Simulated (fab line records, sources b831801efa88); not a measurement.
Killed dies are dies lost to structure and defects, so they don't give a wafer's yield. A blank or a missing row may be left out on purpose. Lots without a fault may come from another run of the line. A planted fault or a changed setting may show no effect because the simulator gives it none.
Which tool did it? | flow gf180mcu | 7 lots, 21 wafers sampled, at 2 steps of a route of 602

WHAT THE GAUGES READ, wafer by wafer
GF_HV_LDD_RS_MEAS_53: measures by four-point-probe.
lot  | measured     | on            | HV_LDD_RS (ohm/sq)
L893 | day 13 07:11 | film_metro-03 | 419.7 420.3 419.5
L896 | day 14 05:55 | film_metro-03 | 418.7 418.9 419.2
L898 | day 14 23:14 | film_metro-03 | 418.4 418.7 419.4
L901 | day 16 00:02 | film_metro-04 | 417.4 419.0 418.5
L903 | day 16 20:19 | film_metro-04 | 418.3 418.1 418.4
L905 | day 17 08:13 | film_metro-02 | 419.5 419.3 419.3
L914 | day 20 06:11 | film_metro-02 | 410.9 411.1 411.1

WHICH TOOL RAN EACH LOT (tool, then ch and the chambers of the sampled wafers, then the start)
lot  | GF_HV_LDD_IMPLANT_35
L893 | implanter-01 ch 0, day 12 10:16
L896 | implanter-01 ch 0, day 13 08:15
L898 | implanter-01 ch 0, day 14 00:46
L901 | implanter-02 ch 0, day 15 00:52
L903 | implanter-01 ch 0, day 15 19:58
L905 | implanter-03 ch 0, day 16 07:21
L914 | implanter-03 ch 0, day 19 05:17
- GF_HV_LDD_IMPLANT_35

THE ANSWER, worked out from the rows above alone
Rule: what is usual is taken from the lots themselves. Put in order of their means at a reading, lots are off if they are a third of the lots or fewer, leave a main group of 4 or more, and stand apart from it by a gap of 3 or more times the standard deviation of the main group's means; of several such gaps the widest counts. A main group whose means are all the same, to the digits that the tables above print for the reading, isn't used. A lot without any number at a reading at which 4 lots or more have one is off too. The other lots that the step has rows for count as sound.
Off: L914, at GF_HV_LDD_RS_MEAS_53 (HV_LDD_RS). The main group: mean 418.9 ohm/sq, standard deviation 0.56.
A tool fits if, at a process step before that reading, it ran every lot that is off, and no sound lot after the first of them. The gauges at GF_HV_LDD_RS_MEAS_53 are tried like those tools. Can't be told from this: 2 tools fit, implanter-03 at GF_HV_LDD_IMPLANT_35, film_metro-02 at GF_HV_LDD_RS_MEAS_53.

WHAT THE SIMULATOR HAD PUT IN
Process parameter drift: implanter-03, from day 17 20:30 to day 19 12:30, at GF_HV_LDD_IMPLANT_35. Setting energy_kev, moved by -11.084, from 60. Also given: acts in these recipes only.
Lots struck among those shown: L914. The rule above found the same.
